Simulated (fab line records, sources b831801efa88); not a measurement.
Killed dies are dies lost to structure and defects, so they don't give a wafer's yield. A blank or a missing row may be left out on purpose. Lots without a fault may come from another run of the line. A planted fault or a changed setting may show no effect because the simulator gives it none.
A struck lot beside a sound one | flow sky130 | 22 steps out of a route of 708
Sound: wafers L452.2, L452.4, L452.6. Struck: wafers L458.1, L458.3, L458.5. The cause comes at the end.
At each step with rows: each side's tool, then ch and its chambers, then its first start. Under that, the readings that differ: sound wafers | struck wafers | difference of the means | sigmas: that difference in standard deviations of wafers without a fault.
alike: readings whose means differ by less than 2 such deviations, and words and numbers that are the same on both sides. not compared: withheld readings, readings that some wafer has no value for, bounds like >300 that may hide the same value, and numbers for which the record gives no deviation and whose values overlap.
The two part at a step that has a row with sigmas, a row that says differs or no value, or rows on one side only. Numbers that don't overlap but have no deviation are shown without sigmas and don't part them. A reading that every wafer of one side lacks parts them only if that side has two wafers or more.

first, 1 step without rows for these wafers: SKY_LOCAL_INTERCONNECT_CLEAN_18 (cleans in O3/DIW).
SKY_CONTACT_CVD_00: deposits Si3N4, target thk 75 nm.
  sound on pecvd-04 ch 0,1, day 32 01:05; struck on pecvd-01 ch 1,2, day 34 06:04
  alike: heater_power_w, susceptor_temp_C
SKY_CONTACT_THK_MEAS_01:
  sound on film_metro-03, day 32 01:07; struck on film_metro-03, day 34 06:05
  alike: CONTACT_CVD_00_THK
then, 1 step without rows for these wafers: SKY_CONTACT_HDPCVD_02 (deposits SiO2, target thk 565 nm, time 94.2 s).
SKY_CONTACT_THK_MEAS_03:
  sound on film_metro-02, day 32 01:15; struck on film_metro-04, day 34 06:13
  alike: CONTACT_HDPCVD_THK
SKY_CONTACT_CMP_04: polishes SiO2.
  sound on cmp-01 ch 0,2,3, day 32 01:21; struck on cmp-01 ch 0,1,3, day 34 06:17
  alike: edge_zone_pressure_frac, motor_current_A, time_to_endpoint_s
SKY_CONTACT_BOW_MEAS_05:
  sound on film_metro-03, day 32 01:37; struck on film_metro-03, day 34 06:35
  alike: CONTACT_BOW
then, 5 steps without rows for these wafers: SKY_CONTACT_DEHYDRATE_06 (time 60 s); SKY_CONTACT_HMDS_07 (prime time 60 s); SKY_CONTACT_COAT_08 (resist thk 60 nm); SKY_CONTACT_COAT_09 (resist thk 450 nm); SKY_CONTACT_SOFTBAKE_10 (time 90 s).
SKY_CONTACT_EXPOSE_11: exposes mask CTM1, target cd 170 nm.
  sound on krf_scanner-01 ch 0, day 32 16:52; struck on krf_scanner-01 ch 0, day 34 20:23
  reading              | sound             | struck            | difference | sigmas
  exposure_dose_mJ_cm2 | 37.89 37.82 37.85 | 38.50 38.53 38.49 | +0.65      | +18
  alike: mask, stage_vel_mm_s
then, 1 step without rows for these wafers: SKY_CONTACT_PEB_12.
SKY_CONTACT_DEVELOP_13: develop time 60 s.
  sound on litho_track-02 ch 0; struck on litho_track-04 ch 0
  reading                  | sound           | struck            | difference | sigmas
  model.CONTACT.cd_nm (nm) | 169.5 169.8 171 | 173.4 174.1 173.3 | +3.5       |
SKY_CONTACT_CD_MEAS_14: target cd 170 nm.
  sound on cd_sem-02, day 33 05:38; struck on cd_sem-01, day 35 10:43
  reading    | sound             | struck            | difference | sigmas
  cd_nm (nm) | 169.5 170.1 170.9 | 173.6 174.0 173.3 | +3.5       | +2
SKY_CONTACT_OVL_MEAS_15:
  sound on overlay-02, day 33 05:44; struck on overlay-01, day 35 10:50
  alike: CONTACT_OVL
SKY_CONTACT_ETCH_16: etches BARC in N2/H2, stops on SiO2, time 45.9 s, target depth 60 nm.
  sound on rie_diel-01 ch 1,3, day 33 05:46; struck on rie_diel-04 ch 0,1,3, day 35 10:52
  alike: bias_w, drypump_motor_current_A, oes_product_au, throttle_valve_pct
  not compared: rf_hours_counter_h
SKY_CONTACT_ETCH_17: etches SiO2 in C4F8/O2/Ar, stops on Si3N4, target depth 340 nm.
  sound on rie_diel-01 ch 1,3, day 33 05:49; struck on rie_diel-04 ch 0,1,3, day 35 10:55
  alike: bias_w, oes_product_au
SKY_CONTACT_ETCH_18: etches Si3N4 in CHF3/O2, stops on TiN, time 39 s, target depth 75 nm.
  sound on rie_diel-01 ch 1,3; struck on rie_diel-04 ch 0,1,3
  reading                  | sound             | struck            | difference | sigmas
  model.CONTACT.cd_nm (nm) | 169.9 170.1 172.3 | 173.3 175.2 173.9 | +3.4       |
  alike: bias_w, drypump_motor_current_A, oes_product_au, throttle_valve_pct
  not compared: rf_hours_counter_h
SKY_CONTACT_STRIP_19: strips in O2/N2.
  sound on plasma_asher-03 ch 0, day 33 05:54; struck on plasma_asher-02 ch 0,1, day 35 11:00
  alike: drypump_motor_current_A, o2_flow_sccm, oes_product_au, strip_time_to_endpoint_s
  not compared: rf_hours_counter_h
-- the record jumps here: 14 days lie between the struck wafers' starts before and after (it left off in module CONTACT and takes up again in module PAD_OPEN, whose first step shown is number 708 of the route) --
SKY_PAD_OPEN_PROBE_99:
  the record has rows for the struck wafers here (prober-01, day 49 03:56) and none for the sound ones

WHERE THEY PART
First at SKY_CONTACT_EXPOSE_11; last, within this record, at SKY_PAD_OPEN_PROBE_99.

WHY: what the simulator had put in
Process parameter drift: krf_scanner-01, from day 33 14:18 on, at SKY_CONTACT_EXPOSE_11. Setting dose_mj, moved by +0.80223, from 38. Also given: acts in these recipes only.
